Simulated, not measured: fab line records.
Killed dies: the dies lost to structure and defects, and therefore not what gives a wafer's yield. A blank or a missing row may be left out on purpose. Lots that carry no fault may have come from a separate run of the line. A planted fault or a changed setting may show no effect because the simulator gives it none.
fab line records | flow gf180mcu
[record] lots = 5 wafers = 15 last-day = 33
route steps=602 shown VT_IMPLANT@128 MVSD@136 NWELL@137 LVPWELL@138 MVPSD@139 DUAL_GATE@141
lots untouched by any fault: they come from a run of this same line in which no faults occurred
start-h: hours from the record's first day to the start of the lot's first wafer shown | wait-h: how many hours have passed since the lot's step before this one | " repeats the value in the row above | L1.1+2: one row covering several wafers at once | - no value, or no start given | * or withheld: withheld | < > ~ a bound
route shown NAME@n: NAME is a module with steps in the file, n the number in the route of the first one | usual: the fault-free wafers' mean and standard deviation | same: alike in all rows | chamber/n: place in a boat | sites: per-site readings | _std_site: standard deviation across them | _edge_site: outer sites' mean less inner sites' | radius-mm: how far each site lies from the wafer's centre | mask NAME#n: copy n | behind: the last tool/chamber to shape the wafer | hold: why the lot was held/for how many hours/how that ended | device: names the non-switching transistor (n, p or np) | end of line: tests of these same wafers at the route's end | a step given without rows: its recipe and nothing more | killed: the dies lost at the first sort to structure and to defects; this is not the yield of the wafer | map: a wafer's dies, marking killed ones x, the rest . and places with no die _
set.NAME: setting as actually run; set.NAME@STEP: the setting as run at that earlier step | model.NAME: the simulator's own value behind a step, which no gauge read
lots at some steps of the route; a table a step, a row a wafer
services: the hour from which a tool's chamber was out of use, counted from the record's first day as start-h (under 0 if before that day), plus the number of hours and why
[[steps]]
[step GF_VT_IMPLANT_PEB_38]
[recipe] temp-c = withheld time-s = * resist = NOVOLAK
// columns lot.wafer tool chamber start-h wait-h
L074.1+2+4 litho-track-03 0 - -
L075.2+3+6 litho-track-03 0 - -
L091.1+5+6 litho-track-03 0 - -
L092.4+5+6 litho-track-04 0 - -
L093.2+5+6 litho-track-03 0 - -
[step GF_VT_IMPLANT_DEVELOP_39]
[recipe] develop-time-s = 60 dev-temp-c = 23
// columns lot.wafer tool chamber start-h wait-h
L074.1+2+4 litho-track-03 0 156.21 0.1
L075.2+3+6 litho-track-03 0 163.08 0.1
L091.1+5+6 litho-track-03 0 271.55 0.1
L092.4+5+6 litho-track-04 0 276.59 0.1
L093.2+5+6 litho-track-03 0 284.03 0.1
[step GF_VT_IMPLANT_OVL_MEAS_40]
[usual] VT_IMPLANT_03_OVL = 0.1/1.5
// columns lot.wafer tool chamber start-h wait-h VT_IMPLANT_03_OVL[nm]
L074.1 overlay-01 - 156.36 0.1 1.4
L074.2 " - " " 2.0
L074.4 " - " " 1.4
L075.2 overlay-01 - 163.21 0.1 -2.3
L075.3 " - " " -1.6
L075.6 " - " " -1.0
L091.1 overlay-02 - 271.70 0.1 0.6
L091.5 " - " " 1.0
L091.6 " - " " 2.3
L092.4 overlay-01 - 276.68 0.1 0.6
L092.5 " - " " 0.6
L092.6 " - " " 0.7
L093.2 overlay-01 - 284.16 0.1 2.1
L093.5 " - " " 2.3
L093.6 " - " " 2.2
[step GF_VT_IMPLANT_IMPLANT_41]
[recipe] species = As energy-kev = 70 dose-cm2 = 1.013e+12 tilt-deg = 7
[usual] beam-on-s = 10.01/0.2 tilt-deg = 7.002/0.019
// columns lot.wafer tool chamber start-h wait-h beam-on-s tilt-deg
L074.1 implanter-01 0 156.39 0.0 9.95 6.990
L074.2 " 0 " " 9.64 7.000
L074.4 " 0 " " 9.95 6.991
L075.2 implanter-03 0 163.27 0.0 9.91 7.039
L075.3 " 0 " " 9.89 7.010
L075.6 " 0 " " 10.19 6.989
L091.1 implanter-02 0 271.74 0.0 10.14 6.985
L091.5 " 0 " " 10.05 6.941
L091.6 " 0 " " 9.65 6.990
L092.4 implanter-02 0 276.78 0.1 10.17 7.018
L092.5 " 0 " " 10.23 7.021
L092.6 " 0 " " 10.18 7.023
L093.2 implanter-02 0 284.22 0.0 9.88 6.985
L093.5 " 0 " " 10.25 7.008
L093.6 " 0 " " 10.16 7.011
[step GF_VT_IMPLANT_STRIP_42]
[recipe] chemistry = O2/N2 power-w = 1400 pressure-mtorr = 1500 platen-temp-c = 250 o2-flow-sccm = 3000 n2-flow-sccm = 300 overash-fraction = 0.5
[usual] drypump-motor-current-A = 5.50/0.29 heater-power-w = 326/9.7 oes-product-au = 0.716/0.0041 platen-temp-c = 250.04/0.19 strip-time-to-endpoint-s = 12.64/0.033
// columns lot.wafer tool chamber start-h wait-h drypump-motor-current-A heater-power-w oes-product-au platen-temp-c rf-hours-counter-h strip-time-to-endpoint-s
L074.1 plasma-asher-01 0 156.54 0.1 5.52 315 0.720 250.11 53 12.65
L074.2 " 1 " " 5.31 332 0.717 250.12 53 12.63
L074.4 " 0 " " 5.52 315 0.710 250.52 - 12.63
L075.2 plasma-asher-03 1 163.39 0.1 6.26 324 0.718 249.86 38 12.64
L075.3 " 1 " " 6.24 335 0.710 250.11 - 12.66
L075.6 " 1 " " 6.23 328 0.715 250.25 - 12.65
L091.1 plasma-asher-03 1 271.89 0.1 6.21 333 0.719 250.06 48 12.68
L091.5 " 1 " " 6.23 326 0.711 250.31 - 12.64
L091.6 " 0 " " 5.43 331 0.721 249.90 - 12.62
L092.4 plasma-asher-04 0 276.88 0.1 5.21 327 0.721 250.16 - 12.69
L092.5 " 0 " " 5.19 327 0.720 249.85 - 12.66
L092.6 " 1 " " 5.60 334 0.713 250.05 - 12.62
L093.2 plasma-asher-01 1 284.34 0.1 5.31 320 0.713 250.10 66 12.65
L093.5 " 0 " " 5.52 315 0.712 249.97 - 12.66
L093.6 " 1 " " 5.31 333 0.715 249.84 - 12.67
[step GF_VT_IMPLANT_TW_MEAS_43]
[usual] VT_IMPLANT_4_TW = 690/7.5
// columns lot.wafer tool chamber start-h wait-h VT_IMPLANT_4_TW
L074.1 film-metro-04 - 156.64 0.1 690
L074.2 " - " " 690
L074.4 " - " " 690
L075.2 film-metro-01 - 163.50 0.1 701
L075.3 " - " " 704
L075.6 " - " " 700
L091.1 film-metro-01 - 271.99 0.1 700
L091.5 " - " " 700
L091.6 " - " " 700
L092.4 film-metro-04 - 276.98 0.1 694
L092.5 " - " " 691
L092.6 " - " " 696
L093.2 film-metro-03 - 284.45 0.1 678
L093.5 " - " " 681
L093.6 " - " " 679
[step GF_VT_IMPLANT_CLEAN_44]
[recipe] chemistry = SC1/SC2 mix = 1:4:20 temp-c = 70 time-s = 150 dry = n2-spin
[usual] bath-heat-duty-pct = 13.7/1.5
// columns lot.wafer tool chamber start-h wait-h bath-heat-duty-pct
L074.1 wet-bench-04 2 156.70 0.1 13.8
L074.2 " 2 " " 14.2
L074.4 " 2 " " 14.9
L075.2 wet-bench-04 1 163.55 0.0 15.5
L075.3 " 1 " " 16.0
L075.6 " 1 " " 17.9
L091.1 wet-bench-01 2 272.05 0.1 13.4
L091.5 " 2 " " 13.3
L091.6 " 2 " " 12.9
L092.4 wet-bench-01 0 277.01 0.0 15.4
L092.5 " 0 " " 15.1
L092.6 " 0 " " 15.9
L093.2 wet-bench-03 0 284.50 0.0 15.3
L093.5 " 0 " " 16.5
L093.6 " 0 " " 14.9
[step GF_VT_IMPLANT_RTA_45]
[recipe] temp-c = 1050 time-s = 30 ambient = N2
[usual] anneal-temp-c-max = 1055.1/1.7 lamp-power-pct = 37.0/0.79 wafer_temp_C_max = 1054.8/1.3
// columns lot.wafer tool chamber start-h wait-h anneal-temp-c-max lamp-power-pct wafer_temp_C_max
L074.1 rtp-anneal-01 0 156.76 0.0 1053.2 37.4 1054.2
L074.2 " 0 " " 1053.4 37.4 1055.0
L074.4 " 0 " " 1054.0 37.4 1057.0
L075.2 rtp-anneal-01 0 163.62 0.0 1054.4 37.4 1054.8
L075.3 " 0 " " 1053.3 37.4 1055.8
L075.6 " 0 " " 1053.4 37.4 1056.2
L091.1 rtp-anneal-01 0 272.10 0.0 1053.3 37.4 1055.7
L091.5 " 0 " " 1055.0 37.4 1054.9
L091.6 " 0 " " 1054.7 37.4 1056.2
L092.4 rtp-anneal-01 0 277.11 0.1 1053.5 37.4 1055.1
L092.5 " 0 " " 1054.3 37.4 1054.4
L092.6 " 0 " " 1055.1 37.4 1054.6
L093.2 rtp-anneal-02 0 284.57 0.0 1057.4 35.6 1052.1
L093.5 " 0 " " 1060.6 35.6 1052.3
L093.6 " 0 " " 1055.8 35.6 1052.2
[step GF_VT_IMPLANT_RS_MEAS_46]
[recipe] thk-meas-gauge = four-point-probe
[usual] MVSD_RS = 457.2/1
// columns lot.wafer tool chamber start-h wait-h MVSD_RS[ohm/sq]
L074.1 film-metro-03 - 156.86 0.1 457.0
L074.2 " - " " 458.3
L074.4 " - " " 459.6
L075.2 film-metro-04 - 163.73 0.1 456.6
L075.3 " - " " 455.7
L075.6 " - " " 455.1
L091.1 film-metro-04 - 272.20 0.1 457.6
L091.5 " - " " 457.7
L091.6 " - " " 457.8
L092.4 film-metro-02 - 277.22 0.1 456.4
L092.5 " - " " 457.6
L092.6 " - " " 456.6
L093.2 film-metro-04 - 284.68 0.1 456.2
L093.5 " - " " 457.4
L093.6 " - " " 456.1
[step GF_VT_IMPLANT_RS_MEAS_47]
[recipe] thk-meas-gauge = four-point-probe
[usual] NWELL_RS = 488.2/1.3
// columns lot.wafer tool chamber start-h wait-h NWELL_RS[ohm/sq]
L074.1 film-metro-03 - 156.98 0.1 486.3
L074.2 " - " " 486.6
L074.4 " - " " 488.4
L075.2 film-metro-04 - 163.85 0.1 489.4
L075.3 " - " " 489.0
L075.6 " - " " 487.3
L091.1 film-metro-04 - 272.32 0.1 487.3
L091.5 " - " " 489.2
L091.6 " - " " 488.3
L092.4 film-metro-02 - 277.34 0.1 487.5
L092.5 " - " " 487.2
L092.6 " - " " 485.2
L093.2 film-metro-04 - 284.80 0.1 488.8
L093.5 " - " " 487.2
L093.6 " - " " 486.5
[step GF_VT_IMPLANT_RS_MEAS_48]
[recipe] thk-meas-gauge = four-point-probe
[usual] LVPWELL_RS = 1198.0/2.9
// columns lot.wafer tool chamber start-h wait-h LVPWELL_RS[ohm/sq]
L074.1 film-metro-03 - 157.10 0.1 1197.4
L074.2 " - " " 1199.2
L074.4 " - " " 1194.0
L075.2 film-metro-04 - 163.97 0.1 1197.8
L075.3 " - " " 1194.7
L075.6 " - " " 1201.3
L091.1 film-metro-04 - 272.44 0.1 1201.8
L091.5 " - " " 1200.5
L091.6 " - " " 1199.0
L092.4 film-metro-02 - 277.46 0.1 1194.5
L092.5 " - " " 1193.3
L092.6 " - " " 1196.6
L093.2 film-metro-04 - 284.92 0.1 1199.1
L093.5 " - " " 1200.1
L093.6 " - " " 1197.4
[step GF_VT_IMPLANT_RS_MEAS_49]
[recipe] thk-meas-gauge = four-point-probe
[usual] MVPSD_RS = 1169/3.3
// columns lot.wafer tool chamber start-h wait-h MVPSD_RS[ohm/sq]
L074.1 film-metro-03 - 157.22 0.1 1168
L074.2 " - " " 1169
L074.4 " - " " 1166
L075.2 film-metro-04 - 164.09 0.1 1175
L075.3 " - " " 1175
L075.6 " - " " 1172
L091.1 film-metro-04 - 272.56 0.1 1169
L091.5 " - " " 1168
L091.6 " - " " 1167
L092.4 film-metro-02 - 277.58 0.1 1164
L092.5 " - " " 1164
L092.6 " - " " 1168
L093.2 film-metro-04 - 285.04 0.1 1170
L093.5 " - " " 1171
L093.6 " - " " 1168
[step GF_VT_IMPLANT_WET_ETCH_50]
[recipe] chemistry = dHF target-depth-nm = 20 target = SiO2 temp-c = 25 dilution = 100:1 time-s = 400
[usual] bath-heat-duty-pct = 6.6/0.63
// columns lot.wafer tool chamber start-h wait-h bath-heat-duty-pct
L074.1 wet-bench-04 1 157.34 0.1 7.6
L074.2 " 1 " " 7.0
L074.4 " 1 " " 8.2
L075.2 wet-bench-01 0 164.19 0.1 7.5
L075.3 " 0 " " 6.6
L075.6 " 0 " " 6.8
L091.1 wet-bench-04 2 272.68 0.1 6.4
L091.5 " 2 " " 6.6
L091.6 " 2 " " 6.7
L092.4 wet-bench-04 2 277.64 0.0 6.4
L092.5 " 2 " " 6.8
L092.6 " 2 " " 6.6
L093.2 wet-bench-04 0 285.14 0.1 6.1
L093.5 " 0 " " 5.5
L093.6 " 0 " " 5.4
[step GF_DUAL_GATE_CLEAN_00]
[recipe] chemistry = SC1/SC2 mix = 1:4:20 temp-c = 70 time-s = 150
[usual] bath-heat-duty-pct = 14.2/1.3
// columns lot.wafer tool chamber start-h wait-h bath-heat-duty-pct
L074.1 wet-bench-01 3 157.47 0.0 14.0
L074.2 " 3 " " 14.1
L074.4 " 3 " " 13.8
L075.2 wet-bench-03 2 164.31 0.0 13.0
L075.3 " 2 " " 14.0
L075.6 " 2 " " 13.8
L091.1 wet-bench-03 2 272.80 0.0 15.6
L091.5 " 2 " " 13.8
L091.6 " 2 " " 15.0
L092.4 wet-bench-01 0 277.77 0.0 14.6
L092.5 " 0 " " 14.7
L092.6 " 0 " " 15.6
L093.2 wet-bench-04 1 285.25 0.0 15.2
L093.5 " 1 " " 16.0
L093.6 " 1 " " 17.2
[[services]]
// columns tool chamber start-h hours kind
implanter-02 - 148.82 2.2 repair
implanter-01 - 156.63 5.1 pm
rtp-anneal-02 - 184.35 45.5 pm
wet-bench-03 - 230.20 1.9 pm
implanter-03 - 232.56 3.7 repair
implanter-01 - 240.11 2.9 repair
implanter-02 - 240.77 1.6 repair
plasma-asher-03 - 249.42 14.6 pm
implanter-01 - 256.84 2.4 repair
[[key]]
fault none
